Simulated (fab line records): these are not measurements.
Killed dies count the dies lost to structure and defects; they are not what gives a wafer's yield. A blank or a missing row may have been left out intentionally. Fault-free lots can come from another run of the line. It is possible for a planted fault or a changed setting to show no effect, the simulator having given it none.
What tool caused it? / flow gf180mcu / 30 wafers from 10 lots sampled at 6 of the route's 602 steps

== WHAT EACH GAUGE READ, for each wafer ==
GF_V2_THK_MEAS_03.
lot=L968; measured=day 19 09:38; on=film_metro-01; V2_CVD_02_THK (nm)=833 860 855
lot=L969; measured=day 19 22:08; on=film_metro-03; V2_CVD_02_THK (nm)=861 849 868
lot=L971; measured=day 20 12:36; on=film_metro-04; V2_CVD_02_THK (nm)=842 858 847
lot=L984; measured=day 25 04:05; on=film_metro-03; V2_CVD_02_THK (nm)=848 842 871
lot=L985; measured=day 25 14:05; on=film_metro-01; V2_CVD_02_THK (nm)=854 868 858
lot=L986; measured=day 25 17:31; on=film_metro-03; V2_CVD_02_THK (nm)=853 842 848
lot=L987; measured=day 25 23:19; on=film_metro-03; V2_CVD_02_THK (nm)=849 869 857
lot=L989; measured=day 26 13:05; on=film_metro-04; V2_CVD_02_THK (nm)=846 868 865
lot=L990; measured=day 26 18:38; on=film_metro-01; V2_CVD_02_THK (nm)=849 845 869
lot=L991; measured=day 27 03:56; on=film_metro-01; V2_CVD_02_THK (nm)=848 836 850

GF_V2_RS_MEAS_24: measures by four-point-probe.
lot=L968; measured=day 20 11:14; on=film_metro-04; V2_W_RS (ohm/sq)=0.325 0.323 0.320
lot=L969; measured=day 20 23:13; on=film_metro-01; V2_W_RS (ohm/sq)=0.324 0.323 0.323
lot=L971; measured=day 21 14:34; on=film_metro-01; V2_W_RS (ohm/sq)=0.328 0.324 0.327
lot=L984; measured=day 26 02:47; on=film_metro-01; V2_W_RS (ohm/sq)=0.609 0.595 0.602
lot=L985; measured=day 26 12:50; on=film_metro-04; V2_W_RS (ohm/sq)=0.602 0.615 0.594
lot=L986; measured=day 26 16:30; on=film_metro-04; V2_W_RS (ohm/sq)=0.324 0.324 0.321
lot=L987; measured=day 26 21:39; on=film_metro-01; V2_W_RS (ohm/sq)=0.325 0.325 0.324
lot=L989; measured=day 27 11:14; on=film_metro-01; V2_W_RS (ohm/sq)=0.316 0.319 0.325
lot=L990; measured=day 27 16:13; on=film_metro-04; V2_W_RS (ohm/sq)=0.330 0.326 0.322
lot=L991; measured=day 28 01:21; on=film_metro-04; V2_W_RS (ohm/sq)=0.326 0.335 0.327

GF_V2_THK_MEAS_25: measures by xrf.
lot=L968; measured=day 20 11:21; on=film_metro-04; V2_W_THK (nm)=353 360 363
lot=L969; measured=day 20 23:20; on=film_metro-01; V2_W_THK (nm)=352 351 353
lot=L971; measured=day 21 14:41; on=film_metro-01; V2_W_THK (nm)=344 350 347
lot=L984; measured=day 26 02:53; on=film_metro-01; V2_W_THK (nm)=188 192 189
lot=L985; measured=day 26 12:57; on=film_metro-04; V2_W_THK (nm)=193 189 195
lot=L986; measured=day 26 16:37; on=film_metro-04; V2_W_THK (nm)=360 359 361
lot=L987; measured=day 26 21:46; on=film_metro-01; V2_W_THK (nm)=346 346 349
lot=L989; measured=day 27 11:22; on=film_metro-01; V2_W_THK (nm)=351 349 343
lot=L990; measured=day 27 16:20; on=film_metro-04; V2_W_THK (nm)=351 354 362
lot=L991; measured=day 28 01:26; on=film_metro-04; V2_W_THK (nm)=352 340 350

== EACH LOT AND THE TOOL THAT RAN IT (in order: tool; ch and the chambers of the sampled wafers; start) ==
lot=L968; GF_V2_SOFTBAKE_10=litho_track-04 ch 0, day 20 11:05 or earlier; GF_V2_SPUTTER_22=pvd_sputter-03, day 20 11:05; GF_V2_CVD_23=cvd_w-02 ch 0,1, day 20 11:07
lot=L969; GF_V2_SOFTBAKE_10=litho_track-01 ch 0, day 20 23:04 or earlier; GF_V2_SPUTTER_22=pvd_sputter-02, day 20 23:04; GF_V2_CVD_23=cvd_w-01 ch 0,1, day 20 23:06
lot=L971; GF_V2_SOFTBAKE_10=litho_track-01 ch 0, day 21 14:25 or earlier; GF_V2_SPUTTER_22=pvd_sputter-03, day 21 14:25; GF_V2_CVD_23=cvd_w-01 ch 0,1, day 21 14:27
lot=L984; GF_V2_SOFTBAKE_10=litho_track-03 ch 0, day 26 02:37 or earlier; GF_V2_SPUTTER_22=pvd_sputter-04, day 26 02:37; GF_V2_CVD_23=cvd_w-01 ch 0,1, day 26 02:39
lot=L985; GF_V2_SOFTBAKE_10=litho_track-03 ch 0, day 26 12:41 or earlier; GF_V2_SPUTTER_22=pvd_sputter-04, day 26 12:41; GF_V2_CVD_23=cvd_w-01 ch 0,1, day 26 12:43
lot=L986; GF_V2_SOFTBAKE_10=litho_track-04 ch 0, day 26 16:21 or earlier; GF_V2_SPUTTER_22=pvd_sputter-04, day 26 16:21; GF_V2_CVD_23=cvd_w-02 ch 1, day 26 16:23
lot=L987; GF_V2_SOFTBAKE_10=litho_track-03 ch 0, day 26 21:29 or earlier; GF_V2_SPUTTER_22=pvd_sputter-02, day 26 21:29; GF_V2_CVD_23=cvd_w-02 ch 0,1, day 26 21:31
lot=L989; GF_V2_SOFTBAKE_10=litho_track-01 ch 0, day 27 11:05 or earlier; GF_V2_SPUTTER_22=pvd_sputter-03, day 27 11:05; GF_V2_CVD_23=cvd_w-02 ch 0, day 27 11:08
lot=L990; GF_V2_SOFTBAKE_10=litho_track-03 ch 0, day 27 16:04 or earlier; GF_V2_SPUTTER_22=pvd_sputter-03, day 27 16:04; GF_V2_CVD_23=cvd_w-02 ch 0,1, day 27 16:07
lot=L991; GF_V2_SOFTBAKE_10=litho_track-01 ch 0, day 28 01:04 or earlier; GF_V2_SPUTTER_22=pvd_sputter-04, day 28 01:04; GF_V2_CVD_23=cvd_w-02 ch 0,1, day 28 01:09
- GF_V2_SOFTBAKE_10: time 61.56 s.
- GF_V2_SPUTTER_22: material TiN, target thk 10 nm, time 40 s.
- GF_V2_CVD_23: deposits W, target thk 350 nm, time 104.94 s.

== WHAT THE TOOLS THEMSELVES READ (means of the sampled wafers that have a number; where no wafer has one, the mark that the record gives instead) ==
GF_V2_SOFTBAKE_10.
lot=L968; tool=litho_track-04; exhaust_pa (Pa)=45.1; plate_sensor_t_centre_C (C)=131.03; plate_sensor_t_edge_C (C)=131.21; resist_line_temp_C (C)=23.02
lot=L969; tool=litho_track-01; exhaust_pa (Pa)=43.6; plate_sensor_t_centre_C (C)=131.01; plate_sensor_t_edge_C (C)=131.20; resist_line_temp_C (C)=23.05
lot=L971; tool=litho_track-01; exhaust_pa (Pa)=44.9; plate_sensor_t_centre_C (C)=131.01; plate_sensor_t_edge_C (C)=131.20; resist_line_temp_C (C)=22.87
lot=L984; tool=litho_track-03; exhaust_pa (Pa)=45.0; plate_sensor_t_centre_C (C)=131.01; plate_sensor_t_edge_C (C)=131.21; resist_line_temp_C (C)=22.94
lot=L985; tool=litho_track-03; exhaust_pa (Pa)=44.7; plate_sensor_t_centre_C (C)=131.00; plate_sensor_t_edge_C (C)=131.21; resist_line_temp_C (C)=22.99
lot=L986; tool=litho_track-04; exhaust_pa (Pa)=45.5; plate_sensor_t_centre_C (C)=131.01; plate_sensor_t_edge_C (C)=131.21; resist_line_temp_C (C)=23.11
lot=L987; tool=litho_track-03; exhaust_pa (Pa)=44.5; plate_sensor_t_centre_C (C)=131.02; plate_sensor_t_edge_C (C)=131.21; resist_line_temp_C (C)=22.91
lot=L989; tool=litho_track-01; exhaust_pa (Pa)=45.3; plate_sensor_t_centre_C (C)=131.02; plate_sensor_t_edge_C (C)=131.20; resist_line_temp_C (C)=22.92
lot=L990; tool=litho_track-03; exhaust_pa (Pa)=44.5; plate_sensor_t_centre_C (C)=131.02; plate_sensor_t_edge_C (C)=131.21; resist_line_temp_C (C)=23.00
lot=L991; tool=litho_track-01; exhaust_pa (Pa)=44.4; plate_sensor_t_centre_C (C)=131.01; plate_sensor_t_edge_C (C)=131.21; resist_line_temp_C (C)=22.97

GF_V2_SPUTTER_22.
lot=L968; tool=pvd_sputter-03; cathode_dc_power_W (W)=4000.0; throttle_valve_pct (%)=31.1
lot=L969; tool=pvd_sputter-02; cathode_dc_power_W (W)=4000.9; throttle_valve_pct (%)=29.5
lot=L971; tool=pvd_sputter-03; cathode_dc_power_W (W)=4000.3; throttle_valve_pct (%)=30.1
lot=L984; tool=pvd_sputter-04; cathode_dc_power_W (W)=3999.6; throttle_valve_pct (%)=29.9
lot=L985; tool=pvd_sputter-04; cathode_dc_power_W (W)=4000.2; throttle_valve_pct (%)=29.8
lot=L986; tool=pvd_sputter-04; cathode_dc_power_W (W)=4000.4; throttle_valve_pct (%)=28.5
lot=L987; tool=pvd_sputter-02; cathode_dc_power_W (W)=4000.0; throttle_valve_pct (%)=27.6
lot=L989; tool=pvd_sputter-03; cathode_dc_power_W (W)=3999.6; throttle_valve_pct (%)=29.7
lot=L990; tool=pvd_sputter-03; cathode_dc_power_W (W)=4000.8; throttle_valve_pct (%)=29.5
lot=L991; tool=pvd_sputter-04; cathode_dc_power_W (W)=4000.3; throttle_valve_pct (%)=30.6

GF_V2_CVD_23.
lot=L968; tool=cvd_w-02; heater_power_w (W)=681
lot=L969; tool=cvd_w-01; heater_power_w (W)=1002
lot=L971; tool=cvd_w-01; heater_power_w (W)=952
lot=L984; tool=cvd_w-01; heater_power_w (W)=1010
lot=L985; tool=cvd_w-01; heater_power_w (W)=952
lot=L986; tool=cvd_w-02; heater_power_w (W)=716
lot=L987; tool=cvd_w-02; heater_power_w (W)=697
lot=L989; tool=cvd_w-02; heater_power_w (W)=635
lot=L990; tool=cvd_w-02; heater_power_w (W)=664
lot=L991; tool=cvd_w-02; heater_power_w (W)=659

== THE ANSWER, worked out from the rows above alone ==
Rule: the usual values come from the lots themselves. Put in order of their means at a reading, lots are off if they are a third of the lots or fewer, leave a main group of 4 or more, and stand apart from it by a gap of 3 or more times the standard deviation of the main group's means; of several such gaps the widest counts. A main group is skipped when, at the precision printed for the reading in the tables above, its means are all equal. Also off: a lot with no number at a reading for which 4 or more lots have one. Where the step has rows for the other lots, those lots are counted as sound. Order of review: gauges by route order, followed by the tools' own readings, for which a lot's mean as printed above is used. At the first step where some lot is off, the reading lying furthest off is the one used; lots without a number count as furthest.
Off: L984, L985, at GF_V2_RS_MEAS_24 (V2_W_RS). For the main group the mean is 0.324 ohm/sq and the standard deviation 0.0026.
A tool fits if, at a process step before that reading, it ran every lot that is off, and no sound lot after the first of them. Gauges at GF_V2_RS_MEAS_24: tried the same way as those tools. GF_V2_SOFTBAKE_10 gives no start for some lots, so the hours and the order of its lots are those of GF_V2_SPUTTER_22. One candidate fits, namely cvd_w-01 at GF_V2_CVD_23. A fault onset in the window from L971 (day 21 14:27, its last sound lot) to L984 (day 26 02:39, its first lot off) fits.

== WHAT HAD BEEN PUT IN BY THE SIMULATOR ==
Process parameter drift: cvd_w-01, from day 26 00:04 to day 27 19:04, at GF_V2_CVD_23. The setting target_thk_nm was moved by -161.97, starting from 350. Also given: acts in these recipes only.
Shown lots that were struck: L984, L985. Same finding as the rule above.
